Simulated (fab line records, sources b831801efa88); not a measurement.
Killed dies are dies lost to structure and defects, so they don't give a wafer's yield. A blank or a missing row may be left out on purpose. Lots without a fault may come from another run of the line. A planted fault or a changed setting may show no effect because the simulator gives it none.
One fault seen from 2 desks | flow gf180mcu | each desk has only its own numbers; what lay behind them comes last

THE TOOL OWNER'S DESK: cmp-02
The tool's own readings at GF_V5_CMP_04 (polishes SiO2): means of the sampled wafers that have a number, for each lot that ran on this tool. A lot is out of limits, marked OUT, if its mean lies more than 4 standard deviations from the usual mean; the brackets give that distance.
Columns: A = motor_current_A at GF_V5_CMP_04, usual 12.2 A
lot  | first seen here | A
L375 | day 26 04:47    | 10.9
L377 | day 27 02:16    | 10.8
L378 | day 27 09:39    | 11.5
L379 | day 27 18:42    | 11.2
L382 | day 28 21:54    | 11.1
L384 | day 29 15:22    | 11.2
L385 | day 29 22:42    | 11.9
L386 | day 30 07:14    | 11.4
L387 | day 30 14:12    | 11.0
This desk's finding: nothing out of limits on any of the 9 lots.

THE METROLOGY DESK
What the gauges read, lot by lot, whatever tool the lot ran on: means of the sampled wafers that have a number. A lot is out of limits, marked OUT, if its mean lies more than 4 standard deviations from the usual mean; the brackets give that distance.
Columns: A = M5_OVL at GF_M5_OVL_MEAS_08, usual 2 nm; B = V5_W_THK at GF_V5_THK_MEAS_25, usual 353 nm
lot  | first seen here | A  | B
L374 | day 26 00:22    | -5 | 351
L375 | day 26 03:22    | 3  | 363
L376 | day 26 18:25    | 6  | 367
L377 | day 27 00:55    | 6  | 348
L378 | day 27 08:31    | 9  | 349
L379 | day 27 17:37    | 7  | 350
L382 | day 28 20:29    | 6  | 350
L383 | day 29 05:44    | 8  | 350
L384 | day 29 14:22    | 1  | 362
L385 | day 29 21:37    | 6  | 349
L386 | day 30 05:11    | -1 | 361
L387 | day 30 12:52    | 3  | 361
L397 | day 32 21:55    | 1  | 351
This desk's finding: nothing out of limits on any of the 13 lots.

PUT TOGETHER
The tool owner's desk saw nothing out of limits.
The metrology desk saw nothing out of limits.

WHAT THE SIMULATOR HAD PUT IN
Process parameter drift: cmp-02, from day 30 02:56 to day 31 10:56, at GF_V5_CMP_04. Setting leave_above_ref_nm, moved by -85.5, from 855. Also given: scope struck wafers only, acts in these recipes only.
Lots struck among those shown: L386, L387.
